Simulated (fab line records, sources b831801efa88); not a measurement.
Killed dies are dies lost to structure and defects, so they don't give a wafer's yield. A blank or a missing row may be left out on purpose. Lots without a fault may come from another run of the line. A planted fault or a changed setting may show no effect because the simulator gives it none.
Split-lot experiment | flow gf180mcu | 5 lots, 23 wafers read, on a route of 602 steps

THE SPLIT
At GF_M5_PEB_05 (peb time 90 s), the setting peb_time_s was moved away from the recipe's 90 s on 11 of the 23 wafers read, by -12.5% to +14.9%. The other wafers ran this setting at the recipe's value.

FROM THE SPLIT TO THE READING: what the file shows between them, 1 step
- GF_M5_DEVELOP_06: develop time 60 s

THE READING
cd_nm, in nm, at GF_M5_CD_MEAS_07 (target cd 280 nm). Fault-free wafers of this fab line usually give 280.0 nm, standard deviation 0.98 nm.

wafer  | tool, chamber at the split | peb_time_s as run, s | against the recipe | cd_nm, nm | against lot-mates on the recipe
L074.1 | litho_track-01, 0          | 103.4                | +14.9%             | 278.0     | -1.5
L074.3 | litho_track-01, 0          | 90                   | recipe             | 279.4     | -
L074.4 | litho_track-01, 0          | 103.4                | +14.9%             | 277.0     | -2.5
L074.5 | litho_track-01, 0          | 103.4                | +14.9%             | 277.6     | -1.9
L074.6 | litho_track-01, 0          | 90                   | recipe             | 279.7     | -
L076.1 | litho_track-01, 0          | 90                   | recipe             | 279.6     | -
L076.2 | litho_track-01, 0          | 78.75                | -12.5%             | 282.4     | +3.1
L076.4 | litho_track-01, 0          | 78.75                | -12.5%             | 282.7     | +3.4
L076.5 | litho_track-01, 0          | 90                   | recipe             | 278.9     | -
L076.6 | litho_track-01, 0          | 78.75                | -12.5%             | 283.1     | +3.9
L077.1 | litho_track-01, 0          | 90                   | recipe             | 280.9     | -
L077.2 | litho_track-01, 0          | 96.53                | +7.3%              | 279.8     | -1.1
L077.3 | litho_track-01, 0          | 90                   | recipe             | 281.0     | -
L077.4 | litho_track-01, 0          | 96.53                | +7.3%              | 279.9     | -1.0
L077.5 | litho_track-01, 0          | 90                   | recipe             | 280.8     | -
L079.1 | litho_track-01, 0          | 90                   | recipe             | 280.7     | -
L079.2 | litho_track-01, 0          | 90                   | recipe             | 281.5     | -
L079.5 | litho_track-01, 0          | 90                   | recipe             | 281.5     | -
L082.1 | litho_track-03, 0          | 100.1                | +11.2%             | 278.0     | -2.2
L082.2 | litho_track-03, 0          | 90                   | recipe             | 280.0     | -
L082.4 | litho_track-03, 0          | 90                   | recipe             | 280.5     | -
L082.5 | litho_track-03, 0          | 100.1                | +11.2%             | 278.1     | -2.1
L082.6 | litho_track-03, 0          | 100.1                | +11.2%             | 278.8     | -1.4

THE FIT
A straight line over all 23 wafers: cd_nm changes by -0.183 nm for each +1% of peb_time_s; r = -0.91; the points scatter about the line by 0.7 nm.
The same after taking each lot's own level away (the mean of its wafers on the recipe; 23 wafers): -0.198 nm for each +1%; r = -0.95; scatter 0.52 nm.
On that fit, the largest move of peb_time_s shifts the reading by 2.9 nm.
The lots' own levels span 279.25 to 281.23 nm, that is 2.0 times the standard deviation above.
So the lot-to-lot level changes the slope little: the two slopes agree.
Check: with one of the wafers moved furthest among these (+14.9%) left out of the fit, the line predicts -2.81 nm for it against its lot-mates. It came out at -1.55 nm against them.

OTHER SPLITS ON THESE WAFERS
These wafers also went through other splits before the reading. Each is held against what the fit with the lots' levels taken away leaves over:
other split on the same wafers | wafers away from the commonest value | r with cd_nm (lot level and that fit taken away)
GF_MIM_CVD_05 time_s           | 10                                   | -0.39

THE WHOLE CHAIN: every reading that the file lists as answering this split, in the file's order
step             | what it does                                            | reading                                                   | change (the file's fit)               | r (the file's)
GF_M5_CD_MEAS_07 | target cd 280 nm                                        | cd_nm                                                     | -0.183 nm for each +1% of the setting | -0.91
GF_M5_ETCH_09    | etches Si3N4 in CF4/O2, target depth 52 nm, time 11.6 s | M5.cd_nm (the simulator's own value, which no gauge read) | -0.188 nm for each +1% of the setting | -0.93

THE FILE'S OWN FIT
cd_nm changes by -0.183 nm for each +1% of peb_time_s, r = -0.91.
